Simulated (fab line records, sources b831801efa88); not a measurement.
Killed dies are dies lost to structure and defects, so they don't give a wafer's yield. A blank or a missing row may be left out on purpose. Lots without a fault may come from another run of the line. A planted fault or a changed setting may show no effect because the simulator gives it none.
fab line records | flow sky130
record lots=5 wafers=15 last_day=50
route steps=708 shown NWELL@69 PWDE@84 VT_ADJUST_HVTP@85 VT_ADJUST_LVTN@97
lots that met no fault: from a run of the same line without faults
start_h: hours from the record's first day to the start of the lot's first wafer shown | wait_h: hours since the lot's step before | " the same as in the row above | L1.1+2: a row that stands for several wafers | - no value, or no start given | * or withheld: withheld | < > ~ a bound
route shown NAME@n: a module of which the file shows steps, and the number in the route of the first | usual: mean/standard deviation of fault-free wafers | same: alike in all rows | chamber/n: place in a boat | sites: the reading at each site | _std_site: their standard deviation | _edge_site: outer sites' mean less inner sites' | radius_mm: how far each site lies from the wafer's centre | mask NAME#n: copy n | behind: the tool/chamber that last shaped the wafer | hold: why the lot was held/for how many hours/how that ended | device: the transistor (n, p or np) that didn't switch | end of line: the same wafers' tests at the end of the route | a step without rows: its recipe alone | killed: dies lost to structure and defects at the first sort, not the wafer's yield | map: a wafer's dies, x killed, . not, _ none there
set.NAME: the setting as run; set.NAME@STEP: as run at that earlier step | model.NAME: the simulator's own value behind a step, which no gauge read
lots at some steps of the route; a table a step, a row a wafer
services: from which hour (start_h, from the record's first day; less than 0 if before it) a tool's chamber was out of use, for how many hours, and why
## steps
# step SKY_NWELL_DEHYDRATE_16
# recipe temp_c=200 time_s=60
# same time_s=60
# columns lot.wafer tool chamber start_h wait_h
L079.1+3+5 litho_track-03 0 127.89 8.9
L084.1+2+3 litho_track-03 0 153.39 9.6
L094.1+2+4 litho_track-02 0 212.61 10.2
L095.1+3+6 litho_track-03 0 219.59 10.0
L097.2+3+4 litho_track-02 0 234.94 9.9
# step SKY_NWELL_HMDS_17
# recipe prime_time_s=60 prime_temp_c=120
# columns lot.wafer tool chamber start_h wait_h
L079.1+3+5 litho_track-03 0 128.04 0.1
L084.1+2+3 litho_track-03 0 153.54 0.1
L094.1+2+4 litho_track-02 0 212.76 0.1
L095.1+3+6 litho_track-03 0 219.74 0.1
L097.2+3+4 litho_track-02 0 235.09 0.1
# step SKY_NWELL_COAT_18
# recipe spin_rpm=2000 resist_thk_nm=3000
# columns lot.wafer tool chamber start_h wait_h
L079.1+3+5 litho_track-03 0 128.19 0.1
L084.1+2+3 litho_track-03 0 153.69 0.1
L094.1+2+4 litho_track-02 0 212.91 0.1
L095.1+3+6 litho_track-03 0 219.89 0.1
L097.2+3+4 litho_track-02 0 235.24 0.1
# step SKY_NWELL_SOFTBAKE_19
# recipe temp_c=110 time_s=withheld
# columns lot.wafer tool chamber start_h wait_h
L079.1+3+5 litho_track-03 0 128.34 0.1
L084.1+2+3 litho_track-03 0 153.84 0.1
L094.1+2+4 litho_track-02 0 213.06 0.1
L095.1+3+6 litho_track-03 0 220.04 0.1
L097.2+3+4 litho_track-02 0 235.39 0.1
# step SKY_NWELL_EXPOSE_20
# recipe mask_id=NWM_COMPLEMENT na=0.6 source_shape=conventional sigma_outer=0.6 polarization=unpolarized target_cd_nm=840 dose_mj=260
# columns lot.wafer tool chamber start_h wait_h mask
L079.1+3+5 iline_stepper-02 0 - - NWM_COMPLEMENT#0
L084.1+2+3 iline_stepper-02 0 - - NWM_COMPLEMENT#0
L094.1+2+4 iline_stepper-01 0 - - NWM_COMPLEMENT#0
L095.1+3+6 iline_stepper-02 0 - - NWM_COMPLEMENT#0
L097.2+3+4 iline_stepper-02 0 - - NWM_COMPLEMENT#0
# step SKY_NWELL_PEB_21
# recipe temp_c=115 time_s=withheld
# columns lot.wafer tool chamber start_h wait_h
L079.1+3+5 litho_track-02 0 - -
L084.1+2+3 litho_track-02 0 - -
L094.1+2+4 litho_track-01 0 - -
L095.1+3+6 litho_track-02 0 - -
L097.2+3+4 litho_track-01 0 - -
# step SKY_NWELL_DEVELOP_22
# recipe wall_angle_deg=90 developer=TMAH develop_time_s=60 dev_temp_c=23
# columns lot.wafer tool chamber start_h wait_h
L079.1+3+5 litho_track-02 0 - -
L084.1+2+3 litho_track-02 0 - -
L094.1+2+4 litho_track-01 0 - -
L095.1+3+6 litho_track-02 0 - -
L097.2+3+4 litho_track-01 0 - -
# step SKY_NWELL_OVL_MEAS_23
# usual NWELL_01_OVL=-1.6/1.4
# columns lot.wafer tool chamber start_h wait_h NWELL_01_OVL[nm]
L079.1 overlay-01 - 137.61 - -0.3
L079.3 " - " " 0.0
L079.5 " - " " -1.9
L084.1 overlay-02 - 163.31 - -3.2
L084.2 " - " " -2.6
L084.3 " - " " -1.9
L094.1 overlay-01 - 223.47 - -2.5
L094.2 " - " " -1.1
L094.4 " - " " -0.6
L095.1 overlay-02 - 230.81 - -4.4
L095.3 " - " " -0.5
L095.6 " - " " -2.6
L097.2 overlay-01 - 246.17 - -0.6
L097.3 " - " " 0.9
L097.4 " - " " 0.4
# step SKY_NWELL_IMPLANT_24
# recipe species=B energy_kev=140 dose_cm2=9.2e+12 tilt_deg=withheld
# columns lot.wafer tool chamber start_h wait_h
L079.1+3+5 implanter-04 0 137.65 0.0
L084.1+2+3 implanter-02 0 163.35 0.0
L094.1+2+4 implanter-04 0 223.50 0.0
L095.1+3+6 implanter-02 0 230.85 0.0
L097.2+3+4 implanter-04 0 246.23 0.0
# step SKY_NWELL_STRIP_25
# recipe chemistry=O2/N2 power_w=1400 pressure_mtorr=1500 platen_temp_c=withheld o2_flow_sccm=3000 n2_flow_sccm=300 overash_fraction=0.5
# usual drypump_motor_current_A=5.8/0.39 oes_product_au=0.721/0.0045 strip_time_to_endpoint_s=36.92/0.097
# columns lot.wafer tool chamber start_h wait_h drypump_motor_current_A oes_product_au rf_hours_counter_h strip_time_to_endpoint_s
L079.1 plasma_asher-04 1 137.80 0.1 5.4 0.721 39 36.88
L079.3 " 1 " " 5.4 0.723 - 36.84
L079.5 " 1 " " 5.4 0.724 - 36.94
L084.1 plasma_asher-02 0 163.50 0.1 6.8 0.724 51 36.87
L084.2 " 1 " " 5.8 0.718 51 36.78
L084.3 " 1 " " 5.8 0.721 - 36.90
L094.1 plasma_asher-02 0 223.65 0.1 6.8 0.717 57 36.88
L094.2 " 1 " " 5.7 0.719 57 36.94
L094.4 " 0 " " 6.8 0.720 - 36.96
L095.1 plasma_asher-03 0 231.00 0.1 5.7 0.725 43 37.13
L095.3 " 1 " " 5.7 0.727 - 37.10
L095.6 " 0 " " 5.7 0.728 - 37.08
L097.2 plasma_asher-02 0 246.35 0.1 6.8 0.726 60 36.94
L097.3 " 1 " " 5.7 0.730 - 37.05
L097.4 " 0 " " 6.8 0.724 - 36.98
# step SKY_NWELL_TW_MEAS_26
# usual NWELL_2_TW=493/6.2
# columns lot.wafer tool chamber start_h wait_h NWELL_2_TW
L079.1 film_metro-04 - 137.90 0.1 486
L079.3 " - " " 484
L079.5 " - " " 484
L084.1 film_metro-04 - 163.60 0.1 487
L084.2 " - " " 486
L084.3 " - " " 489
L094.1 film_metro-04 - 223.75 0.1 491
L094.2 " - " " 489
L094.4 " - " " 489
L095.1 film_metro-03 - 231.10 0.1 498
L095.3 " - " " 496
L095.6 " - " " 496
L097.2 film_metro-03 - 246.46 0.1 495
L097.3 " - " " 498
L097.4 " - " " 497
# step SKY_NWELL_CLEAN_27
# recipe chemistry=SC1/SC2 mix=1:4:20 temp_c=70 time_s=150 dry=n2_spin
# same time_s=150
# columns lot.wafer tool chamber start_h wait_h
L079.1+3+5 wet_bench-04 2 137.96 0.1
L084.1+2+3 wet_bench-01 1 163.66 0.1
L094.1+2+4 wet_bench-01 2 223.81 0.1
L095.1+3+6 wet_bench-02 0 231.16 0.1
L097.2+3+4 wet_bench-04 3 246.51 0.0
# step SKY_NWELL_RTA_28
# recipe temp_c=1050 time_s=30 idle_temp_c=650 ramp_up_c_per_s=150 ramp_down_c_per_s=90 ambient=N2
# usual chamber_o2_ppm=2.003/0.023 lamp_power_pct=25.31/0.05 wafer_temp_C_max=1054.9/0.93
# same time_s=30
# columns lot.wafer tool chamber start_h wait_h chamber_o2_ppm lamp_power_pct wafer_temp_C_max
L079.1 rtp_anneal-02 0 138.01 0.0 1.993 25.26 1053.8
L079.3 " 0 " " 1.982 25.37 1054.6
L079.5 " 0 " " 2.008 25.34 1054.7
L084.1 rtp_anneal-02 0 163.76 0.0 2.009 25.23 1056.6
L084.2 " 0 " " 2.037 25.30 1055.0
L084.3 " 0 " " 2.013 25.25 1054.4
L094.1 rtp_anneal-01 0 223.86 0.0 2.053 25.24 1054.3
L094.2 " 0 " " 1.985 25.37 1054.9
L094.4 " 0 " " 2.045 25.31 1055.0
L095.1 rtp_anneal-02 0 231.26 0.0 1.991 25.32 1054.5
L095.3 " 0 " " 1.998 25.29 1054.4
L095.6 " 0 " " 1.987 25.25 1054.9
L097.2 rtp_anneal-02 0 246.58 0.0 2.000 25.34 1054.5
L097.3 " 0 " " 2.017 25.27 1054.1
L097.4 " 0 " " 1.973 25.33 1055.5
# step SKY_NWELL_RS_MEAS_29
# recipe thk_meas_gauge=four-point-probe
# usual NWELL_RS=624.5/1.3
# columns lot.wafer tool chamber start_h wait_h NWELL_RS[ohm/sq]
L079.1 film_metro-04 - 138.11 0.1 623.5
L079.3 " - " " 624.2
L079.5 " - " " 625.6
L084.1 film_metro-04 - 163.86 0.1 623.4
L084.2 " - " " 624.7
L084.3 " - " " 623.4
L094.1 film_metro-03 - 223.96 0.1 624.6
L094.2 " - " " 624.5
L094.4 " - " " 623.7
L095.1 film_metro-01 - 231.36 0.1 625.6
L095.3 " - " " 625.9
L095.6 " - " " 626.0
L097.2 film_metro-04 - 246.68 0.1 624.7
L097.3 " - " " 625.1
L097.4 " - " " 624.0
# step SKY_NWELL_RS_MEAS_31
# recipe thk_meas_gauge=four-point-probe
# usual PWDE_RS=5270/19
# columns lot.wafer tool chamber start_h wait_h PWDE_RS[ohm/sq]
L079.1 film_metro-04 - 138.35 0.1 5237
L079.3 " - " " 5246
L079.5 " - " " 5252
L084.1 film_metro-04 - 164.10 0.1 5278
L084.2 " - " " 5264
L084.3 " - " " 5291
L094.1 film_metro-03 - 224.20 0.1 5295
L094.2 " - " " 5305
L094.4 " - " " 5294
L095.1 film_metro-01 - 231.60 0.1 5235
L095.3 " - " " 5238
L095.6 " - " " 5254
L097.2 film_metro-04 - 246.92 0.1 5269
L097.3 " - " " 5252
L097.4 " - " " 5262
# step SKY_VT_ADJUST_HVTP_DEHYDRATE_00
# recipe temp_c=200 time_s=60
# same time_s=60
# columns lot.wafer tool chamber start_h wait_h
L079.1+3+5 litho_track-04 0 148.36 10.0
L084.1+2+3 litho_track-02 0 174.11 10.0
L094.1+2+4 litho_track-02 0 234.31 10.1
L095.1+3+6 litho_track-02 0 241.06 9.4
L097.2+3+4 litho_track-04 0 258.33 11.4
# step SKY_VT_ADJUST_HVTP_HMDS_01
# recipe prime_time_s=60 prime_temp_c=120
# columns lot.wafer tool chamber start_h wait_h
L079.1+3+5 litho_track-04 0 148.51 0.1
L084.1+2+3 litho_track-02 0 174.26 0.1
L094.1+2+4 litho_track-02 0 234.46 0.1
L095.1+3+6 litho_track-02 0 241.21 0.1
L097.2+3+4 litho_track-04 0 258.48 0.1
# step SKY_VT_ADJUST_HVTP_COAT_02
# recipe resist=NOVOLAK spin_rpm=3000 resist_thk_nm=1140
# columns lot.wafer tool chamber start_h wait_h
L079.1+3+5 litho_track-04 0 148.66 0.1
L084.1+2+3 litho_track-02 0 174.41 0.1
L094.1+2+4 litho_track-02 0 234.61 0.1
L095.1+3+6 litho_track-02 0 241.36 0.1
L097.2+3+4 litho_track-04 0 258.63 0.1
# step SKY_VT_ADJUST_HVTP_SOFTBAKE_03
# recipe temp_c=90 time_s=60 resist=NOVOLAK
# same time_s=60
# columns lot.wafer tool chamber start_h wait_h
L079.1+3+5 litho_track-04 0 148.81 0.1
L084.1+2+3 litho_track-02 0 174.56 0.1
L094.1+2+4 litho_track-02 0 234.76 0.1
L095.1+3+6 litho_track-02 0 241.51 0.1
L097.2+3+4 litho_track-04 0 258.78 0.1
# step SKY_VT_ADJUST_HVTP_EXPOSE_04
# recipe mask_id=HVTPM na=0.6 source_shape=conventional sigma_outer=0.6 polarization=unpolarized target_cd_nm=380 dose_mj=140
# columns lot.wafer tool chamber start_h wait_h mask
L079.1+3+5 iline_stepper-02 0 - - HVTPM#0
L084.1+2+3 iline_stepper-02 0 - - HVTPM#0
L094.1+2+4 iline_stepper-02 0 - - HVTPM#0
L095.1+3+6 iline_stepper-01 0 - - HVTPM#0
L097.2+3+4 iline_stepper-02 0 - - HVTPM#0
# step SKY_VT_ADJUST_HVTP_PEB_05
# recipe temp_c=withheld time_s=* resist=NOVOLAK
# same time_s=*
# columns lot.wafer tool chamber start_h wait_h
L079.1+3+5 litho_track-02 0 - -
L084.1+2+3 litho_track-03 0 - -
L094.1+2+4 litho_track-04 0 - -
L095.1+3+6 litho_track-04 0 - -
L097.2+3+4 litho_track-04 0 - -
# step SKY_VT_ADJUST_HVTP_DEVELOP_06
# recipe resist=NOVOLAK developer=TMAH develop_time_s=60 dev_temp_c=23
# columns lot.wafer tool chamber start_h wait_h
L079.1+3+5 litho_track-02 0 158.41 0.1
L084.1+2+3 litho_track-03 0 184.69 0.1
L094.1+2+4 litho_track-04 0 245.16 0.1
L095.1+3+6 litho_track-04 0 252.66 0.1
L097.2+3+4 litho_track-04 0 270.78 0.1
# step SKY_VT_ADJUST_HVTP_CD_MEAS_07
# recipe target_cd_nm=380
# usual cd_nm=379.3/2.6
# columns lot.wafer tool chamber start_h wait_h cd_nm
L079.1 cd_sem-02 - 158.56 0.1 380.0
L079.3 " - " " 382.6
L079.5 " - " " 382.7
L084.1 cd_sem-01 - 184.84 0.1 383.4
L084.2 " - " " 382.9
L084.3 " - " " 382.4
L094.1 cd_sem-01 - 245.31 0.1 378.0
L094.2 " - " " 376.8
L094.4 " - " " 377.1
L095.1 cd_sem-01 - 252.81 0.1 384.3
L095.3 " - " " 385.3
L095.6 " - " " 385.0
L097.2 cd_sem-01 - 270.93 0.1 379.3
L097.3 " - " " 377.8
L097.4 " - " " 379.7
# step SKY_VT_ADJUST_HVTP_OVL_MEAS_08
# usual VT_ADJUST_HVTP_OVL=1.3/1.4
# columns lot.wafer tool chamber start_h wait_h VT_ADJUST_HVTP_OVL[nm]
L079.1 overlay-02 - 158.68 0.1 -1.1
L079.3 " - " " 1.1
L079.5 " - " " -0.4
L084.1 overlay-01 - 184.96 0.1 -0.3
L084.2 " - " " 2.9
L084.3 " - " " 1.6
L094.1 overlay-02 - 245.43 0.1 2.4
L094.2 " - " " 2.1
L094.4 " - " " -0.3
L095.1 overlay-01 - 252.93 0.1 -0.5
L095.3 " - " " -0.7
L095.6 " - " " 0.7
L097.2 overlay-02 - 271.04 0.1 0.5
L097.3 " - " " 1.8
L097.4 " - " " 1.1
# step SKY_VT_ADJUST_HVTP_IMPLANT_09
# recipe species=As energy_kev=150 dose_cm2=4.3e+12 tilt_deg=withheld
# columns lot.wafer tool chamber start_h wait_h
L079.1+3+5 implanter-04 0 158.72 0.0
L084.1+2+3 implanter-03 0 185.00 0.0
L094.1+2+4 implanter-03 0 245.47 0.0
L095.1+3+6 implanter-01 0 252.97 0.0
L097.2+3+4 implanter-04 0 271.09 0.0
# step SKY_VT_ADJUST_HVTP_STRIP_10
# recipe chemistry=O2/N2 power_w=1400 pressure_mtorr=1500 platen_temp_c=withheld o2_flow_sccm=3000 n2_flow_sccm=300 overash_fraction=0.5
# usual drypump_motor_current_A=6.0/0.53 oes_product_au=0.716/0.0049 strip_time_to_endpoint_s=14.20/0.037
# columns lot.wafer tool chamber start_h wait_h drypump_motor_current_A oes_product_au rf_hours_counter_h strip_time_to_endpoint_s
L079.1 plasma_asher-02 1 158.87 0.1 5.8 0.718 50 14.21
L079.3 " 1 " " 5.7 0.714 - 14.20
L079.5 " 1 " " 5.7 0.717 - 14.16
L084.1 plasma_asher-03 1 185.15 0.1 5.7 0.717 39 14.14
L084.2 " 0 " " 5.7 0.720 39 14.16
L084.3 " 1 " " 5.7 0.719 - 14.10
L094.1 plasma_asher-02 1 245.62 0.1 5.7 0.717 59 14.16
L094.2 " 0 " " 6.8 0.719 59 14.19
L094.4 " 1 " " 5.7 0.713 - 14.23
L095.1 plasma_asher-01 1 253.12 0.1 5.2 0.721 12 14.20
L095.3 " 0 " " 5.9 0.717 - 14.20
L095.6 " 0 " " 5.9 0.725 - 14.17
L097.2 plasma_asher-03 0 271.22 0.1 5.7 0.717 47 14.25
L097.3 " 1 " " 5.7 0.713 - 14.22
L097.4 " 0 " " 5.7 0.729 - 14.25
# step SKY_VT_ADJUST_HVTP_TW_MEAS_11
# usual VT_ADJUST_HVTP_TW=1359/9.1
# columns lot.wafer tool chamber start_h wait_h VT_ADJUST_HVTP_TW
L079.1 film_metro-02 - 158.97 0.1 1342
L079.3 " - " " 1345
L079.5 " - " " 1352
L084.1 film_metro-02 - 185.25 0.1 1344
L084.2 " - " " 1360
L084.3 " - " " 1350
L094.1 film_metro-01 - 245.72 0.1 1376
L094.2 " - " " 1367
L094.4 " - " " 1369
L095.1 film_metro-01 - 253.22 0.1 1374
L095.3 " - " " 1374
L095.6 " - " " 1380
L097.2 film_metro-01 - 271.33 0.1 1356
L097.3 " - " " 1360
L097.4 " - " " 1356
# step SKY_VT_ADJUST_LVTN_DEHYDRATE_00
# recipe temp_c=200 time_s=60
# same time_s=60
# columns lot.wafer tool chamber start_h wait_h
L079.1+3+5 litho_track-03 0 168.84 9.9
L084.1+2+3 litho_track-04 0 195.61 10.3
L094.1+2+4 litho_track-04 0 256.56 10.8
L095.1+3+6 litho_track-04 0 264.01 10.8
L097.2+3+4 litho_track-01 0 282.94 11.6
# step SKY_VT_ADJUST_LVTN_HMDS_01
# recipe prime_time_s=60 prime_temp_c=120
# columns lot.wafer tool chamber start_h wait_h
L079.1+3+5 litho_track-03 0 168.99 0.1
L084.1+2+3 litho_track-04 0 195.76 0.1
L094.1+2+4 litho_track-04 0 256.71 0.1
L095.1+3+6 litho_track-04 0 264.16 0.1
L097.2+3+4 litho_track-01 0 283.09 0.1
# step SKY_VT_ADJUST_LVTN_COAT_02
# recipe spin_rpm=2000 resist_thk_nm=3000
# columns lot.wafer tool chamber start_h wait_h
L079.1+3+5 litho_track-03 0 169.14 0.1
L084.1+2+3 litho_track-04 0 195.91 0.1
L094.1+2+4 litho_track-04 0 256.86 0.1
L095.1+3+6 litho_track-04 0 264.31 0.1
L097.2+3+4 litho_track-01 0 283.24 0.1
# step SKY_VT_ADJUST_LVTN_SOFTBAKE_03
# recipe temp_c=110 time_s=withheld
# columns lot.wafer tool chamber start_h wait_h
L079.1+3+5 litho_track-03 0 169.29 0.1
L084.1+2+3 litho_track-04 0 196.06 0.1
L094.1+2+4 litho_track-04 0 257.01 0.1
L095.1+3+6 litho_track-04 0 264.46 0.1
L097.2+3+4 litho_track-01 0 283.40 0.1
# step SKY_VT_ADJUST_LVTN_EXPOSE_04
# recipe mask_id=NWM_COMPLEMENT_LESS_NATIVE na=0.6 source_shape=conventional sigma_outer=0.6 polarization=unpolarized target_cd_nm=840 dose_mj=194
# columns lot.wafer tool chamber start_h wait_h mask
L079.1+3+5 iline_stepper-02 0 - - NWM_COMPLEMENT_LESS_NATIVE#0
L084.1+2+3 iline_stepper-02 0 - - NWM_COMPLEMENT_LESS_NATIVE#0
L094.1+2+4 iline_stepper-01 0 - - NWM_COMPLEMENT_LESS_NATIVE#0
L095.1+3+6 iline_stepper-02 0 - - NWM_COMPLEMENT_LESS_NATIVE#0
L097.2+3+4 iline_stepper-01 0 - - NWM_COMPLEMENT_LESS_NATIVE#0
# step SKY_VT_ADJUST_LVTN_PEB_05
# recipe temp_c=115 time_s=withheld
# columns lot.wafer tool chamber start_h wait_h
L079.1+3+5 litho_track-03 0 - -
L084.1+2+3 litho_track-04 0 - -
L094.1+2+4 litho_track-04 0 - -
L095.1+3+6 litho_track-03 0 - -
L097.2+3+4 litho_track-01 0 - -
# step SKY_VT_ADJUST_LVTN_DEVELOP_06
# recipe wall_angle_deg=90 developer=TMAH develop_time_s=60 dev_temp_c=23
# columns lot.wafer tool chamber start_h wait_h
L079.1+3+5 litho_track-03 0 - -
L084.1+2+3 litho_track-04 0 - -
L094.1+2+4 litho_track-04 0 - -
L095.1+3+6 litho_track-03 0 - -
L097.2+3+4 litho_track-01 0 - -
# step SKY_VT_ADJUST_LVTN_OVL_MEAS_07
# usual VT_ADJUST_LVTN_OVL=0.1/1.4
# columns lot.wafer tool chamber start_h wait_h VT_ADJUST_LVTN_OVL[nm]
L079.1 overlay-02 - 179.19 - 0.8
L079.3 " - " " 2.0
L079.5 " - " " 0.5
L084.1 overlay-02 - 206.61 - -0.5
L084.2 " - " " 1.6
L084.3 " - " " 2.3
L094.1 overlay-02 - 269.91 - 1.3
L094.2 " - " " 0.0
L094.4 " - " " 1.1
L095.1 overlay-01 - 277.24 - 0.9
L095.3 " - " " 0.2
L095.6 " - " " 1.4
L097.2 overlay-01 - 296.17 - 0.2
L097.3 " - " " 0.4
L097.4 " - " " 1.1
# step SKY_VT_ADJUST_LVTN_IMPLANT_08
# recipe species=B energy_kev=30 dose_cm2=1.57e+12 tilt_deg=withheld
# columns lot.wafer tool chamber start_h wait_h
L079.1+3+5 implanter-03 0 179.23 0.0
L084.1+2+3 implanter-03 0 206.65 0.0
L094.1+2+4 implanter-03 0 269.95 0.0
L095.1+3+6 implanter-02 0 277.28 0.0
L097.2+3+4 implanter-03 0 296.23 0.0
# step SKY_VT_ADJUST_LVTN_STRIP_09
# recipe chemistry=O2/N2 power_w=1400 pressure_mtorr=1500 platen_temp_c=withheld o2_flow_sccm=3000 n2_flow_sccm=300 overash_fraction=0.5
# usual drypump_motor_current_A=5.9/0.55 oes_product_au=0.723/0.0047 strip_time_to_endpoint_s=36.97/0.11
# columns lot.wafer tool chamber start_h wait_h drypump_motor_current_A oes_product_au rf_hours_counter_h strip_time_to_endpoint_s
L079.1 plasma_asher-01 1 179.38 0.1 5.2 0.731 6 36.89
L079.3 " 0 " " 5.9 0.721 - 36.79
L079.5 " 0 " " 5.9 0.727 - 36.97
L084.1 plasma_asher-01 0 206.80 0.1 5.9 0.717 7 36.90
L084.2 " 1 " " 5.2 0.718 7 36.97
L084.3 " 1 " " 5.2 0.717 - 36.97
L094.1 plasma_asher-01 0 270.10 0.1 5.9 0.725 13 36.93
L094.2 " 1 " " 5.2 0.724 13 37.03
L094.4 " 0 " " 5.9 0.718 - 36.88
L095.1 plasma_asher-02 1 277.43 0.1 5.8 0.721 63 36.80
L095.3 " 0 " " 6.8 0.724 - 36.75
L095.6 " 1 " " 5.8 0.719 - 36.81
L097.2 plasma_asher-01 0 296.35 0.1 5.8 0.723 16 37.08
L097.3 " 0 " " 5.9 0.717 - 37.01
L097.4 " 1 " " 5.2 0.726 - 37.03
# step SKY_VT_ADJUST_LVTN_TW_MEAS_10
# usual VT_ADJUST_LVTN_TW=239.3/2.2
# columns lot.wafer tool chamber start_h wait_h VT_ADJUST_LVTN_TW
L079.1 film_metro-02 - 179.48 0.1 241.0
L079.3 " - " " 241.4
L079.5 " - " " 241.2
L084.1 film_metro-02 - 206.90 0.1 240.0
L084.2 " - " " 241.0
L084.3 " - " " 240.6
L094.1 film_metro-02 - 270.20 0.1 238.7
L094.2 " - " " 239.9
L094.4 " - " " 238.7
L095.1 film_metro-04 - 277.53 0.1 238.2
L095.3 " - " " 237.2
L095.6 " - " " 238.3
L097.2 film_metro-04 - 296.46 0.1 237.3
L097.3 " - " " 236.9
L097.4 " - " " 237.6
# step SKY_VT_ADJUST_LVTN_DEHYDRATE_11
# recipe temp_c=200 time_s=60
# same time_s=60
# columns lot.wafer tool chamber start_h wait_h
L079.1+3+5 litho_track-04 0 190.31 10.8
L084.1+2+3 litho_track-01 0 216.52 9.6
L094.1+2+4 litho_track-04 0 281.56 11.4
L095.1+3+6 litho_track-04 0 289.06 11.5
L097.2+3+4 litho_track-01 0 309.34 12.9
# step SKY_VT_ADJUST_LVTN_HMDS_12
# recipe prime_time_s=60 prime_temp_c=120
# columns lot.wafer tool chamber start_h wait_h
L079.1+3+5 litho_track-04 0 190.46 0.1
L084.1+2+3 litho_track-01 0 216.67 0.1
L094.1+2+4 litho_track-04 0 281.71 0.1
L095.1+3+6 litho_track-04 0 289.21 0.1
L097.2+3+4 litho_track-01 0 309.49 0.1
# step SKY_VT_ADJUST_LVTN_COAT_13
# recipe resist=NOVOLAK spin_rpm=3000 resist_thk_nm=1140
# columns lot.wafer tool chamber start_h wait_h
L079.1+3+5 litho_track-04 0 190.61 0.1
L084.1+2+3 litho_track-01 0 216.82 0.1
L094.1+2+4 litho_track-04 0 281.86 0.1
L095.1+3+6 litho_track-04 0 289.36 0.1
L097.2+3+4 litho_track-01 0 309.64 0.1
# step SKY_VT_ADJUST_LVTN_SOFTBAKE_14
# recipe temp_c=90 time_s=60 resist=NOVOLAK
# same time_s=60
# columns lot.wafer tool chamber start_h wait_h
L079.1+3+5 litho_track-04 0 190.76 0.1
L084.1+2+3 litho_track-01 0 216.97 0.1
L094.1+2+4 litho_track-04 0 282.01 0.1
L095.1+3+6 litho_track-04 0 289.51 0.1
L097.2+3+4 litho_track-01 0 309.79 0.1
# step SKY_VT_ADJUST_LVTN_EXPOSE_15
# recipe mask_id=HVN_STD_DERIVED na=0.6 source_shape=conventional sigma_outer=0.6 polarization=unpolarized target_cd_nm=600 dose_mj=163
# columns lot.wafer tool chamber start_h wait_h mask
L079.1+3+5 iline_stepper-01 0 - - HVN_STD_DERIVED#0
L084.1+2+3 iline_stepper-01 0 - - HVN_STD_DERIVED#0
L094.1+2+4 iline_stepper-02 0 - - HVN_STD_DERIVED#0
L095.1+3+6 iline_stepper-02 0 - - HVN_STD_DERIVED#0
L097.2+3+4 iline_stepper-02 0 - - HVN_STD_DERIVED#0
# step SKY_VT_ADJUST_LVTN_PEB_16
# recipe temp_c=withheld time_s=* resist=NOVOLAK
# same time_s=*
# columns lot.wafer tool chamber start_h wait_h
L079.1+3+5 litho_track-01 0 - -
L084.1+2+3 litho_track-01 0 - -
L094.1+2+4 litho_track-03 0 - -
L095.1+3+6 litho_track-04 0 - -
L097.2+3+4 litho_track-03 0 - -
# step SKY_VT_ADJUST_LVTN_DEVELOP_17
# recipe resist=NOVOLAK developer=TMAH develop_time_s=60 dev_temp_c=23
# columns lot.wafer tool chamber start_h wait_h
L079.1+3+5 litho_track-01 0 200.92 0.1
L084.1+2+3 litho_track-01 0 227.37 0.1
L094.1+2+4 litho_track-03 0 294.84 0.1
L095.1+3+6 litho_track-04 0 302.06 0.1
L097.2+3+4 litho_track-03 0 322.82 0.1
# step SKY_VT_ADJUST_LVTN_OVL_MEAS_18
# usual VT_ADJUST_LVTN_01_OVL=0.3/1.4
# columns lot.wafer tool chamber start_h wait_h VT_ADJUST_LVTN_01_OVL[nm]
L079.1 overlay-02 - 201.07 0.1 -0.2
L079.3 " - " " -2.2
L079.5 " - " " -2.2
L084.1 overlay-02 - 227.52 0.1 3.7
L084.2 " - " " 3.2
L084.3 " - " " 3.1
L094.1 overlay-01 - 294.99 0.1 -0.9
L094.2 " - " " 1.0
L094.4 " - " " 0.3
L095.1 overlay-02 - 302.21 0.1 -0.6
L095.3 " - " " 1.0
L095.6 " - " " 0.2
L097.2 overlay-01 - 322.95 0.1 -0.8
L097.3 " - " " -0.9
L097.4 " - " " -1.6
# step SKY_VT_ADJUST_LVTN_IMPLANT_19
# recipe species=B energy_kev=30 dose_cm2=6.5e+11 tilt_deg=withheld
# columns lot.wafer tool chamber start_h wait_h
L079.1+3+5 implanter-04 0 201.10 0.0
L084.1+2+3 implanter-02 0 227.55 0.0
L094.1+2+4 implanter-04 0 295.03 0.0
L095.1+3+6 implanter-03 0 302.25 0.0
L097.2+3+4 implanter-02 0 323.01 0.0
# step SKY_VT_ADJUST_LVTN_STRIP_20
# recipe chemistry=O2/N2 power_w=1400 pressure_mtorr=1500 platen_temp_c=withheld o2_flow_sccm=3000 n2_flow_sccm=300 overash_fraction=0.5
# usual drypump_motor_current_A=5.9/0.54 oes_product_au=0.716/0.0047 strip_time_to_endpoint_s=14.21/0.03
# columns lot.wafer tool chamber start_h wait_h drypump_motor_current_A oes_product_au rf_hours_counter_h strip_time_to_endpoint_s
L079.1 plasma_asher-01 1 201.25 0.1 5.2 0.719 7 14.24
L079.3 " 0 " " 5.9 0.706 - 14.22
L079.5 " 1 " " 5.2 0.717 - 14.23
L084.1 plasma_asher-01 1 227.70 0.1 5.2 0.709 9 14.21
L084.2 " 0 " " 5.9 0.714 9 14.24
L084.3 " 0 " " 5.9 0.718 - 14.24
L094.1 plasma_asher-04 0 295.18 0.1 6.1 0.717 54 14.20
L094.2 " 1 " " 5.4 0.712 54 14.19
L094.4 " 0 " " 6.0 0.711 - 14.19
L095.1 plasma_asher-01 1 302.40 0.1 5.2 0.716 16 14.25
L095.3 " 0 " " 5.9 0.720 - 14.24
L095.6 " 1 " " 5.2 0.717 - 14.26
L097.2 plasma_asher-02 0 323.13 0.1 6.8 0.722 67 14.15
L097.3 " 1 " " 5.8 0.712 - 14.20
L097.4 " 0 " " 6.8 0.718 - 14.16
## services
# columns tool chamber start_h hours kind
iline_stepper-02 0 106.54 - calibration
plasma_asher-01 - 108.75 9.0 pm
plasma_asher-01 0 108.75 9.0 vent_cycle
plasma_asher-01 1 108.75 9.0 vent_cycle
plasma_asher-04 - 113.55 1.7 repair
plasma_asher-01 0 117.75 - clean
iline_stepper-01 - 122.57 1.4 repair
plasma_asher-01 - 126.11 1.8 repair
plasma_asher-03 - 133.48 0.8 repair
rtp_anneal-02 - 142.93 2.4 pm
implanter-04 - 149.27 1.6 repair
implanter-02 - 150.69 2.4 repair
implanter-01 - 154.46 18.6 pm
implanter-02 - 158.33 2.8 pm
iline_stepper-02 - 159.46 3.4 repair
iline_stepper-01 - 170.21 1.7 pm
litho_track-03 - 170.88 - consumable_replace:filter
plasma_asher-01 - 181.76 14.6 pm
implanter-03 - 183.91 0.8 repair
rtp_anneal-01 - 195.91 1.1 pm
implanter-02 - 211.96 3.5 repair
wet_bench-02 - 248.04 3.3 repair
implanter-03 - 263.49 1.4 repair
iline_stepper-02 - 321.31 1.7 pm
## key
fault none
